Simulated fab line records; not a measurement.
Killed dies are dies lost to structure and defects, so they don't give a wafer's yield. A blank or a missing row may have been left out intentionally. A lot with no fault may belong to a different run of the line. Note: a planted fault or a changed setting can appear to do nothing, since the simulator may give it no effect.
fab line records	flow sky130
record: lots: 13	wafers: 37	last_day: 50
route steps=708 shown LOCAL_INTERCONNECT@399 CONTACT@425 PAD_OPEN@708
lots that met no fault: taken from a fault-free run of the same line
start_h: start of the lot's first displayed wafer, in hours after the record's first day	wait_h: hours elapsed since this lot's preceding step	" identical to the entry in the row above	L1.1+2: several wafers, shown together as one row	- no value present, or no start provided	* or withheld: withheld	< > ~ a bound
route shown NAME@n: NAME is a module with steps in the file, n the number in the route of the first one	usual: the fault-free wafers' mean and standard deviation	same: alike in all rows	chamber/n: place in a boat	sites: the reading at each site	_std_site: standard deviation across them	_edge_site: the outer-site mean with the inner-site mean subtracted	radius_mm: for every site, how far away it sits from the centre of the wafer	mask NAME#n: copy n	behind: the last tool/chamber to shape the wafer	hold: cause of the lot's hold/its duration in hours/its outcome	device: transistor that didn't switch, given as n, p or np	end of line: tests run on the same wafers once the route is complete	step lacking rows: just its recipe	killed: not the wafer's yield, but the dies lost to structure and defects at the first sort	map: a wafer's dies, x killed, . not, _ none there
set.NAME: the setting the step ran with; set.NAME@STEP: the setting that earlier step ran with	model.NAME: the simulator's own value behind a step, which no gauge read
route steps across a sampled set of lots; one table per step, one row per wafer
services: when a tool's chamber went out of use (start_h, in hours from the record's first day, below 0 if earlier), for how many hours, and the reason
== steps ==
step: SKY_LOCAL_INTERCONNECT_OVL_MEAS_12
usual: LOCAL_INTERCONNECT_OVL: 0/5
lot.wafer	tool	chamber	start_h	wait_h	LOCAL_INTERCONNECT_OVL[nm]
L883.1	overlay-01	-	706.76	0.1	-1
L883.2	"	-	"	"	-4
L883.6	"	-	"	"	-4
L884.1	overlay-02	-	717.04	0.1	-2
L884.2	"	-	"	"	-4
L884.6	"	-	"	"	-4
L890.2	overlay-02	-	760.69	0.1	4
L890.4	"	-	"	"	3
L892.1	overlay-01	-	794.71	0.1	1
L892.2	"	-	"	"	0
L896.1	overlay-02	-	826.34	0.1	2
L896.2	"	-	"	"	-3
L896.6	"	-	"	"	-5
L897.1	overlay-02	-	826.76	0.1	-7
L897.3	"	-	"	"	-9
L897.4	"	-	"	"	-14
L898.2	overlay-01	-	838.41	0.1	6
L898.5	"	-	"	"	5
L898.6	"	-	"	"	7
L901.1	overlay-01	-	851.06	0.1	-9
L901.5	"	-	"	"	-11
L901.6	"	-	"	"	-8
L902.4	overlay-01	-	858.47	0.1	-6
L902.5	"	-	"	"	-3
L902.6	"	-	"	"	-9
L903.3	overlay-01	-	863.82	0.1	0
L903.4	"	-	"	"	-1
L903.6	"	-	"	"	4
L904.2	overlay-02	-	875.50	0.1	3
L904.3	"	-	"	"	-3
L904.6	"	-	"	"	-4
L905.2	overlay-02	-	881.14	0.1	3
L905.4	"	-	"	"	3
L905.6	"	-	"	"	7
L906.1	overlay-02	-	881.90	0.1	-2
L906.2	"	-	"	"	4
L906.6	"	-	"	"	2
step: SKY_LOCAL_INTERCONNECT_STRIP_15
recipe: chemistry: O2/N2	power_w: 1400	pressure_mtorr: 1500	platen_temp_c: withheld	o2_flow_sccm: 3000	n2_flow_sccm: 300	overash_fraction: 0.5
usual: drypump_motor_current_A: 5.40/0.27	n2_flow_sccm: 299.9/0.9	oes_product_au: 0.427/0.0045	strip_time_to_endpoint_s: 4.719/0.023
lot.wafer	tool	chamber	start_h	wait_h	drypump_motor_current_A	n2_flow_sccm	oes_product_au	rf_hours_counter_h	strip_time_to_endpoint_s
L883.1	plasma_asher-01	1	706.91	0.0	5.18	299.0	0.424	27	4.692
L883.2	"	0	"	"	5.57	300.0	0.423	27	4.711
L883.6	"	1	"	"	5.21	298.3	0.425	-	4.692
L884.1	plasma_asher-01	1	717.19	0.0	5.20	299.0	0.428	28	4.722
L884.2	"	0	"	"	5.56	300.4	0.422	28	4.707
L884.6	"	0	"	"	5.55	300.0	0.427	-	4.748
L890.2	plasma_asher-04	0	760.84	0.0	5.10	300.1	0.420	96	4.711
L890.4	"	1	"	"	5.66	298.8	0.420	-	4.702
L892.1	plasma_asher-02	1	794.86	0.0	5.90	300.4	0.430	5	4.749
L892.2	"	0	"	"	5.12	299.1	0.421	5	4.732
L896.1	plasma_asher-01	1	826.49	0.0	5.16	298.6	0.429	39	4.777
L896.2	"	0	"	"	5.54	300.0	0.418	39	4.752
L896.6	"	1	"	"	5.18	299.9	0.425	-	4.749
L897.1	plasma_asher-04	1	826.91	0.0	5.64	299.4	0.423	102	4.686
L897.3	"	0	"	"	5.10	298.8	0.424	-	4.724
L897.4	"	1	"	"	5.66	298.4	0.431	-	4.706
L898.2	plasma_asher-04	0	838.56	0.0	5.11	299.6	0.424	104	4.689
L898.5	"	0	"	"	5.11	301.0	0.417	-	4.747
L898.6	"	1	"	"	5.65	301.8	0.425	-	4.697
L901.1	plasma_asher-02	1	851.21	0.0	5.88	299.7	0.429	10	4.683
L901.5	"	1	"	"	5.85	299.3	0.428	-	4.697
L901.6	"	0	"	"	5.13	299.3	0.420	-	4.682
L902.4	plasma_asher-04	0	858.64	0.1	5.09	299.5	0.429	-	4.726
L902.5	"	0	"	"	5.06	299.9	0.421	-	4.739
L902.6	"	1	"	"	5.67	300.2	0.425	-	4.701
L903.3	plasma_asher-04	1	863.99	0.1	5.66	301.1	0.422	-	4.694
L903.4	"	0	"	"	5.08	299.8	0.427	-	4.737
L903.6	"	1	"	"	5.64	300.2	0.428	-	4.713
L904.2	plasma_asher-01	1	875.65	0.0	5.20	297.7	0.421	43	4.709
L904.3	"	0	"	"	5.57	301.1	0.434	-	4.675
L904.6	"	1	"	"	5.20	298.3	0.430	-	4.722
L905.2	plasma_asher-01	1	881.29	0.0	5.18	300.2	0.425	43	4.748
L905.4	"	0	"	"	5.56	298.8	0.422	-	4.725
L905.6	"	0	"	"	5.56	299.3	0.436	-	4.742
L906.1	plasma_asher-01	1	882.05	0.0	5.18	298.5	0.426	43	4.738
L906.2	"	0	"	"	5.57	299.0	0.419	43	4.762
L906.6	"	0	"	"	5.56	299.6	0.434	-	4.745
step: SKY_CONTACT_STRIP_19
recipe: chemistry: O2/N2	power_w: 1400	pressure_mtorr: 1500	platen_temp_c: withheld	o2_flow_sccm: 3000	n2_flow_sccm: 300	overash_fraction: 0.5
usual: drypump_motor_current_A: 5.6/0.36	n2_flow_sccm: 299.9/0.9	oes_product_au: 0.379/0.005	strip_time_to_endpoint_s: 3.56/0.057
lot.wafer	tool	chamber	start_h	wait_h	drypump_motor_current_A	n2_flow_sccm	oes_product_au	rf_hours_counter_h	strip_time_to_endpoint_s
L883.1	plasma_asher-04	1	735.81	-	5.6	299.8	0.378	93	3.66
L883.2	"	0	"	"	5.1	300.3	0.375	93	3.60
L883.6	"	0	"	"	5.1	300.2	0.383	-	3.67
L884.1	plasma_asher-04	1	746.02	-	5.6	301.0	0.373	94	3.52
L884.2	"	0	"	"	5.1	297.6	0.376	94	3.57
L884.6	"	0	"	"	5.1	297.8	0.383	-	3.54
L890.2	plasma_asher-03	1	789.12	-	6.1	300.7	0.385	66	3.31
L890.4	"	0	"	"	5.7	299.4	0.376	-	3.29
L892.1	plasma_asher-03	1	823.42	-	6.1	301.5	0.376	69	3.21
L892.2	"	0	"	"	5.7	298.5	0.372	69	3.23
L896.1	plasma_asher-02	1	854.67	-	5.9	300.1	0.374	11	3.49
L896.2	"	0	"	"	5.1	300.9	0.372	11	3.52
L896.6	"	0	"	"	5.1	300.2	0.388	-	3.64
L897.1	plasma_asher-02	1	855.02	-	5.9	301.1	0.371	11	3.52
L897.3	"	0	"	"	5.2	298.9	0.379	-	3.53
L897.4	"	1	"	"	5.9	300.5	0.371	-	3.53
L898.2	plasma_asher-04	0	866.37	-	5.1	299.7	0.373	107	3.47
L898.5	"	0	"	"	5.1	299.7	0.380	-	3.59
L898.6	"	1	"	"	5.7	299.1	0.378	-	3.45
L901.1	plasma_asher-04	1	878.42	-	5.6	299.1	0.387	108	3.52
L901.5	"	1	"	"	5.6	300.0	0.376	-	3.51
L901.6	"	0	"	"	5.1	299.4	0.375	-	3.60
L902.4	plasma_asher-04	1	886.31	-	5.6	299.4	0.384	-	3.57
L902.5	"	0	"	"	5.1	297.5	0.373	-	3.49
L902.6	"	1	"	"	5.7	299.8	0.374	-	3.56
L903.3	plasma_asher-03	1	890.85	-	6.1	299.1	0.379	-	3.57
L903.4	"	0	"	"	5.7	298.5	0.380	-	3.56
L903.6	"	0	"	"	5.7	300.8	0.374	-	3.52
L904.2	plasma_asher-02	0	902.73	-	5.1	301.6	0.379	16	3.49
L904.3	"	0	"	"	5.1	301.3	0.381	-	3.63
L904.6	"	0	"	"	5.2	300.8	0.370	-	3.50
L905.2	plasma_asher-03	1	907.78	-	6.1	299.5	0.376	78	3.57
L905.4	"	0	"	"	5.7	299.9	0.382	-	3.49
L905.6	"	1	"	"	6.1	300.2	0.371	-	3.53
L906.1	plasma_asher-02	1	909.62	-	5.9	299.8	0.380	16	3.53
L906.2	"	0	"	"	5.1	298.7	0.375	16	3.59
L906.6	"	1	"	"	5.9	298.8	0.386	-	3.60
step: SKY_CONTACT_RS_MEAS_25
recipe: thk_meas_gauge: four-point-probe	reads: W_of_CONTACT_CVD_24+TiN_of_CONTACT_SPUTTER_23
usual: CONTACT_W_RS: 0.337/0.0048
lot.wafer	tool	chamber	start_h	wait_h	CONTACT_W_RS[ohm/sq]
L883.1	film_metro-01	-	736.59	0.1	0.334
L883.2	"	-	"	"	0.334
L883.6	"	-	"	"	0.334
L884.1	film_metro-02	-	746.93	0.2	0.346
L884.2	"	-	"	"	0.338
L884.6	"	-	"	"	0.344
L890.2	film_metro-02	-	789.90	0.1	0.343
L890.4	"	-	"	"	0.339
L892.1	film_metro-04	-	824.20	0.1	0.330
L892.2	"	-	"	"	0.333
L896.1	film_metro-02	-	855.58	0.1	0.330
L896.2	"	-	"	"	0.333
L896.6	"	-	"	"	0.328
L897.1	film_metro-04	-	855.85	0.1	0.327
L897.3	"	-	"	"	0.328
L897.4	"	-	"	"	0.336
L898.2	film_metro-01	-	867.23	0.1	0.335
L898.5	"	-	"	"	0.337
L898.6	"	-	"	"	0.339
L901.1	film_metro-01	-	879.18	0.1	0.335
L901.5	"	-	"	"	0.331
L901.6	"	-	"	"	0.343
L902.4	film_metro-01	-	887.09	0.1	0.332
L902.5	"	-	"	"	0.335
L902.6	"	-	"	"	0.337
L903.3	film_metro-04	-	891.65	0.1	0.338
L903.4	"	-	"	"	0.336
L903.6	"	-	"	"	0.337
L904.2	film_metro-04	-	903.51	0.1	0.340
L904.3	"	-	"	"	0.341
L904.6	"	-	"	"	0.346
L905.2	film_metro-02	-	908.56	0.1	0.335
L905.4	"	-	"	"	0.337
L905.6	"	-	"	"	0.337
L906.1	film_metro-01	-	910.38	0.1	0.342
L906.2	"	-	"	"	0.343
L906.6	"	-	"	"	0.344
step: SKY_PAD_OPEN_PROBE_99
usual: killed_at_M0_to_M3: 44/7.3	killed_at_M4_up: 3.3/1.8	killed_at_contacts: 24/5.3	killed_at_front_end: 16/5	killed_at_other: 0.2/0.51	killed_dies: 87/10	killed_open: 47/7.5	killed_short: 40/6.3
same: gross_dies: 492	killed_at_back_side: 0
lot.wafer	tool	chamber	start_h	wait_h	killed_at_M0_to_M3	killed_at_M4_up	killed_at_contacts	killed_at_front_end	killed_at_other	killed_dies	killed_open	killed_short
L883.1	prober-02	-	1080.17	0.1	40	3	22	21	0	86	51	35
L883.2	prober-02	-	1080.22	0.1	41	3	22	20	0	86	46	40
L883.6	prober-02	-	1080.42	0.2	40	6	24	15	0	85	52	33
L884.1	prober-01	-	1089.84	0.1	49	3	17	18	0	87	51	36
L884.2	prober-01	-	1089.89	0.1	37	4	27	11	0	79	44	35
L884.6	prober-01	-	1090.09	0.2	42	6	22	21	1	92	51	41
L890.2	prober-02	-	1120.45	0.1	41	1	30	23	1	96	57	39
L890.4	prober-02	-	1120.55	0.2	53	2	18	18	0	91	58	33
L892.1	prober-01	-	1142.81	0.1	46	5	22	18	0	91	44	47
L892.2	prober-01	-	1142.86	0.1	56	4	23	16	0	99	52	47
L896.1	prober-01	-	1166.36	0.1	54	1	30	25	0	110	64	46
L896.2	prober-01	-	1166.41	0.1	47	0	28	21	0	96	56	40
L896.6	prober-01	-	1166.61	0.2	45	5	27	21	0	98	54	44
L897.1	prober-02	-	1167.45	0.1	48	4	23	20	0	95	50	45
L897.3	prober-02	-	1167.55	0.2	46	8	21	14	2	91	43	48
L897.4	prober-02	-	1167.60	0.2	50	5	18	23	0	96	50	46
L898.2	prober-01	-	1175.27	0.1	43	5	15	13	0	76	44	32
L898.5	prober-01	-	1175.42	0.2	40	3	22	15	0	80	42	38
L898.6	prober-01	-	1175.47	0.2	42	3	27	18	0	90	48	42
L901.1	prober-02	-	1182.26	0.1	44	3	23	19	0	89	52	35
L901.5	prober-02	-	1182.46	0.2	45	5	22	15	0	87	56	31
L901.6	prober-02	-	1182.51	0.2	42	1	25	9	0	77	45	32
L902.4	prober-01	-	1189.93	0.2	37	0	24	12	1	74	44	30
L902.5	prober-01	-	1189.98	0.2	39	2	26	16	1	84	44	40
L902.6	prober-01	-	1190.03	0.2	52	4	30	18	0	104	59	45
L903.3	prober-02	-	1194.71	0.2	39	1	24	9	1	74	51	23
L903.4	prober-02	-	1194.76	0.2	43	3	23	29	0	98	50	48
L903.6	prober-02	-	1194.86	0.2	48	1	17	15	0	81	48	33
L904.2	prober-01	-	1199.94	0.1	52	0	20	18	0	90	41	49
L904.3	prober-01	-	1199.99	0.2	49	4	16	14	0	83	48	35
L904.6	prober-01	-	1200.14	0.2	39	1	25	5	1	71	35	36
L905.2	prober-02	-	1200.61	0.1	45	2	30	24	1	102	51	51
L905.4	prober-02	-	1200.71	0.2	45	2	30	19	0	96	61	35
L905.6	prober-02	-	1200.81	0.2	61	3	21	26	0	111	62	49
L906.1	prober-01	-	1202.75	0.1	50	6	18	7	0	81	51	30
L906.2	prober-01	-	1202.80	0.1	43	3	25	8	0	79	41	38
L906.6	prober-01	-	1203.00	0.2	42	3	30	12	0	87	44	43
killed by level:class
L883.1 VIA1:geometric_particle:open=10 VIA3:geometric_particle:open=8 FIELD_ISO:geometric_particle:short=7 LI_CONTACT:geometric_particle:open=7 CONTACT:geometric_particle:open=7 FIELD_ISO:geometric_particle:open=6 METAL1:geometric_particle:short=5 POLY_GATE:geometric_particle:open=4
L883.2 LI_CONTACT:geometric_particle:open=9 VIA2:geometric_particle:open=8 FIELD_ISO:geometric_particle:short=7 VIA1:geometric_particle:open=7 VIA3:geometric_particle:open=7 FIELD_ISO:geometric_particle:open=6 CONTACT:geometric_particle:short=5 CONTACT:geometric_particle:open=5
L883.6 CONTACT:geometric_particle:open=11 VIA2:geometric_particle:open=10 LI_CONTACT:geometric_particle:open=7 VIA1:geometric_particle:open=7 FIELD_ISO:geometric_particle:short=5 FIELD_ISO:geometric_particle:open=5 METAL1:geometric_particle:short=5 VIA3:geometric_particle:open=5
L884.1 VIA1:geometric_particle:short=9 VIA1:geometric_particle:open=9 VIA3:geometric_particle:open=9 LI_CONTACT:geometric_particle:open=7 VIA2:geometric_particle:open=6 POLY_GATE:geometric_particle:open=5 CONTACT:geometric_particle:open=5 VIA3:geometric_particle:short=5
L884.2 CONTACT:geometric_particle:open=10 VIA3:geometric_particle:open=7 LI_CONTACT:geometric_particle:open=6 CONTACT:geometric_particle:short=6 VIA1:geometric_particle:open=6 VIA1:geometric_particle:short=5 VIA2:geometric_particle:open=5 FIELD_ISO:geometric_particle:open=4
L884.6 CONTACT:geometric_particle:open=10 VIA3:geometric_particle:open=8 VIA1:geometric_particle:open=7 FIELD_ISO:geometric_particle:short=6 VIA2:geometric_particle:open=6 POLY_GATE:geometric_particle:open=5 METAL1:geometric_particle:short=5 LI_CONTACT:geometric_particle:open=4
L890.2 CONTACT:geometric_particle:open=13 VIA3:geometric_particle:open=12 VIA1:geometric_particle:open=10 FIELD_ISO:geometric_particle:open=7 VIA1:geometric_particle:short=7 CONTACT:geometric_particle:short=5 FIELD_ISO:geometric_particle:short=4 POLY_GATE:geometric_particle:open=4
L890.4 VIA1:geometric_particle:open=15 FIELD_ISO:geometric_particle:open=10 CONTACT:geometric_particle:open=10 VIA3:geometric_particle:open=9 VIA2:geometric_particle:short=6 METAL1:geometric_particle:short=5 METAL2:geometric_particle:short=5 VIA2:geometric_particle:open=5
L892.1 METAL2:geometric_particle:short=12 VIA1:geometric_particle:open=7 FIELD_ISO:geometric_particle:open=6 LI_CONTACT:geometric_particle:open=6 METAL1:geometric_particle:short=6 CONTACT:geometric_particle:short=6 CONTACT:geometric_particle:open=6 VIA1:geometric_particle:short=6
L892.2 CONTACT:geometric_particle:open=10 VIA1:geometric_particle:open=9 VIA2:geometric_particle:open=9 METAL2:geometric_particle:short=8 METAL1:geometric_particle:short=7 FIELD_ISO:geometric_particle:open=6 FIELD_ISO:geometric_particle:short=6 VIA1:geometric_particle:short=6
L896.1 CONTACT:geometric_particle:open=13 VIA1:geometric_particle:open=13 VIA2:geometric_particle:open=9 VIA3:geometric_particle:open=9 FIELD_ISO:geometric_particle:open=7 METAL2:geometric_particle:short=7 LI_CONTACT:geometric_particle:open=6 VIA1:geometric_particle:short=5
L896.2 CONTACT:geometric_particle:open=11 LI_CONTACT:geometric_particle:open=10 VIA1:geometric_particle:open=10 METAL2:geometric_particle:short=9 VIA3:geometric_particle:open=8 FIELD_ISO:geometric_particle:short=6 FIELD_ISO:geometric_particle:open=6 VIA2:geometric_particle:open=6
L896.6 LI_CONTACT:geometric_particle:open=9 VIA1:geometric_particle:open=9 CONTACT:geometric_particle:short=7 VIA2:geometric_particle:open=7 FIELD_ISO:geometric_particle:short=6 METAL2:geometric_particle:short=6 VIA3:geometric_particle:open=6 POLY_GATE:geometric_particle:open=5
L897.1 METAL2:geometric_particle:short=11 CONTACT:geometric_particle:open=10 METAL1:geometric_particle:short=9 VIA1:geometric_particle:open=8 VIA2:geometric_particle:open=8 FIELD_ISO:geometric_particle:open=7 LI_CONTACT:geometric_particle:open=5 FIELD_ISO:geometric_particle:short=4
L897.3 VIA1:geometric_particle:open=11 VIA3:geometric_particle:open=7 METAL1:geometric_particle:short=6 METAL4:geometric_particle:short=6 LI_CONTACT:geometric_particle:short=5 CONTACT:geometric_particle:short=5 VIA2:geometric_particle:open=5 CONTACT:geometric_particle:open=4
L897.4 VIA1:geometric_particle:open=12 CONTACT:geometric_particle:open=9 METAL1:geometric_particle:short=6 METAL2:geometric_particle:short=6 FIELD_ISO:geometric_particle:short=5 POLY_GATE:geometric_particle:short=5 LI_CONTACT:geometric_particle:open=5 VIA2:geometric_particle:open=5
L898.2 VIA1:geometric_particle:open=10 VIA3:geometric_particle:open=7 METAL2:geometric_particle:short=7 POLY_GATE:geometric_particle:open=5 LI_CONTACT:geometric_particle:open=5 METAL2:geometric_particle:open=5 VIA1:geometric_particle:short=4 METAL4:geometric_particle:short=4
L898.5 CONTACT:geometric_particle:open=9 METAL2:geometric_particle:short=8 VIA1:geometric_particle:short=7 VIA3:geometric_particle:open=7 VIA1:geometric_particle:open=6 LI_CONTACT:geometric_particle:open=5 CONTACT:geometric_particle:short=5 VIA2:geometric_particle:open=4
L898.6 VIA1:geometric_particle:open=12 LI_CONTACT:geometric_particle:open=9 LOCAL_INTERCONNECT:geometric_particle:short=7 POLY_GATE:geometric_particle:open=6 METAL2:geometric_particle:short=6 VIA3:geometric_particle:open=6 CONTACT:geometric_particle:open=5 POLY_GATE:geometric_particle:short=4
L901.1 VIA1:geometric_particle:open=12 FIELD_ISO:geometric_particle:open=9 CONTACT:geometric_particle:open=8 LI_CONTACT:geometric_particle:open=7 VIA3:geometric_particle:open=7 VIA2:geometric_particle:open=6 VIA1:geometric_particle:short=5 METAL1:geometric_particle:short=5
L901.5 VIA1:geometric_particle:open=12 METAL1:geometric_particle:short=7 VIA2:geometric_particle:open=7 LOCAL_INTERCONNECT:geometric_particle:short=6 CONTACT:geometric_particle:open=6 VIA3:geometric_particle:open=6 FIELD_ISO:geometric_particle:open=5 POLY_GATE:geometric_particle:open=5
L901.6 VIA1:geometric_particle:open=13 CONTACT:geometric_particle:open=8 VIA3:geometric_particle:open=7 LI_CONTACT:geometric_particle:open=6 METAL1:geometric_particle:short=6 CONTACT:geometric_particle:short=5 VIA2:geometric_particle:open=5 LOCAL_INTERCONNECT:geometric_particle:short=4
L902.4 VIA1:geometric_particle:open=11 CONTACT:geometric_particle:open=10 LI_CONTACT:geometric_particle:open=8 VIA3:geometric_particle:open=6 VIA1:geometric_particle:short=5 POLY_GATE:geometric_particle:short=4 SPACER:geometric_particle:short=4 CONTACT:geometric_particle:short=4
L902.5 VIA1:geometric_particle:open=8 LI_CONTACT:geometric_particle:open=7 CONTACT:geometric_particle:open=7 METAL1:geometric_particle:short=6 METAL2:geometric_particle:short=6 VIA2:geometric_particle:open=6 POLY_GATE:geometric_particle:open=5 VIA3:geometric_particle:open=5
L902.6 VIA1:geometric_particle:open=17 LI_CONTACT:geometric_particle:open=9 VIA3:geometric_particle:open=8 CONTACT:geometric_particle:open=8 CONTACT:geometric_particle:short=7 METAL1:geometric_particle:short=7 POLY_GATE:geometric_particle:open=6 METAL2:geometric_particle:short=5
L903.3 CONTACT:geometric_particle:open=12 VIA2:geometric_particle:open=11 VIA3:geometric_particle:open=9 VIA1:geometric_particle:open=7 LI_CONTACT:geometric_particle:open=6 FIELD_ISO:geometric_particle:short=4 METAL1:geometric_particle:short=4 LOCAL_INTERCONNECT:geometric_particle:short=3
L903.4 VIA1:geometric_particle:open=12 FIELD_ISO:geometric_particle:open=9 FIELD_ISO:geometric_particle:short=7 CONTACT:geometric_particle:open=7 CONTACT:geometric_particle:short=5 METAL1:geometric_particle:short=5 VIA3:geometric_particle:open=5 LOCAL_INTERCONNECT:geometric_particle:short=4
L903.6 VIA1:geometric_particle:open=15 LI_CONTACT:geometric_particle:open=7 VIA1:geometric_particle:short=6 METAL2:geometric_particle:short=5 FIELD_ISO:geometric_particle:short=4 FIELD_ISO:geometric_particle:open=4 CONTACT:geometric_particle:short=4 CONTACT:geometric_particle:open=4
L904.2 METAL1:geometric_particle:short=11 VIA1:geometric_particle:open=9 METAL2:geometric_particle:short=8 LI_CONTACT:geometric_particle:open=7 VIA3:geometric_particle:open=7 FIELD_ISO:geometric_particle:short=5 VIA3:geometric_particle:short=5 POLY_GATE:geometric_particle:open=4
L904.3 VIA3:geometric_particle:open=10 CONTACT:geometric_particle:open=8 VIA1:geometric_particle:open=8 METAL1:geometric_particle:short=7 VIA2:geometric_particle:open=6 VIA1:geometric_particle:short=5 POLY_GATE:geometric_particle:short=4 POLY_GATE:geometric_particle:open=4
L904.6 LI_CONTACT:geometric_particle:open=8 VIA1:geometric_particle:open=8 CONTACT:geometric_particle:short=6 METAL1:geometric_particle:short=6 VIA3:geometric_particle:open=6 VIA3:geometric_particle:short=5 LOCAL_INTERCONNECT:geometric_particle:short=4 CONTACT:geometric_particle:open=4
L905.2 LI_CONTACT:geometric_particle:open=11 VIA1:geometric_particle:short=11 VIA1:geometric_particle:open=11 FIELD_ISO:geometric_particle:short=9 CONTACT:geometric_particle:open=9 VIA3:geometric_particle:open=7 METAL1:geometric_particle:short=6 FIELD_ISO:geometric_particle:open=5
L905.4 VIA1:geometric_particle:open=16 CONTACT:geometric_particle:open=13 METAL2:geometric_particle:short=6 VIA2:geometric_particle:open=6 POLY_GATE:geometric_particle:open=5 CONTACT:geometric_particle:short=5 FIELD_ISO:geometric_particle:open=4 POLY_GATE:geometric_particle:short=4
L905.6 VIA2:geometric_particle:open=10 VIA1:geometric_particle:open=10 VIA3:geometric_particle:open=9 FIELD_ISO:geometric_particle:open=8 LI_CONTACT:geometric_particle:open=8 CONTACT:geometric_particle:open=8 METAL3:geometric_particle:short=7 METAL1:geometric_particle:short=6
L906.1 VIA3:geometric_particle:open=14 VIA1:geometric_particle:open=10 CONTACT:geometric_particle:open=9 METAL1:geometric_particle:short=7 LI_CONTACT:geometric_particle:open=5 VIA2:geometric_particle:open=5 METAL4:geometric_particle:short=4 VIA3:geometric_particle:short=4
L906.2 VIA1:geometric_particle:open=11 METAL1:geometric_particle:short=8 VIA2:geometric_particle:open=8 LOCAL_INTERCONNECT:geometric_particle:short=8 LI_CONTACT:geometric_particle:open=7 CONTACT:geometric_particle:open=6 VIA3:geometric_particle:open=5 POLY_GATE:geometric_particle:short=4
L906.6 VIA1:geometric_particle:open=9 LI_CONTACT:geometric_particle:open=8 METAL1:geometric_particle:short=8 CONTACT:geometric_particle:open=6 METAL2:geometric_particle:short=6 LOCAL_INTERCONNECT:geometric_particle:short=5 VIA2:geometric_particle:open=5 LI_CONTACT:geometric_particle:short=4
== services ==
tool	chamber	start_h	hours	kind
plasma_asher-04	-	704.86	4.5	repair
plasma_asher-02	-	733.75	9.0	pm
plasma_asher-02	0	733.75	9.0	vent_cycle
plasma_asher-02	1	733.75	9.0	vent_cycle
plasma_asher-02	0	742.75	-	clean
plasma_asher-02	1	742.75	-	clean
plasma_asher-02	-	755.00	0.4	repair
plasma_asher-02	-	756.60	2.8	pm
plasma_asher-03	-	767.61	3.6	repair
plasma_asher-04	-	820.85	1.5	repair
plasma_asher-01	-	833.13	7.7	pm
plasma_asher-01	-	853.40	6.8	repair
plasma_asher-01	-	880.03	0.5	repair
== key ==
first_sign: step: SKY_CONTACT_STRIP_19	reading: strip_time_to_endpoint_s	direction: down	sigmas: 5.2	usual: *	struck: *
effect none on later readings
met_at SKY_CONTACT_STRIP_19
struck_lots L890,L892
tester_left_out L890,L892
not_acting_at SKY_LOCAL_INTERCONNECT_OVL_MEAS_12,SKY_LOCAL_INTERCONNECT_STRIP_15,SKY_CONTACT_RS_MEAS_25
fault: kind: process_parameter_drift	tool: plasma_asher-03	chamber: -	onset_h: 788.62	steps: SKY_CONTACT_STRIP_19	channel: power_w	offset: *	shape: step	end_h: 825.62	acts_in: *	stated: *
tester_left_out: of these lots the tester's yield and bins aren't shown, on N5 and GAA mostly nor the transistor test; their killed dies are dies lost to structure and defects alone, not to doping, threshold or leakage, so they don't give the yield
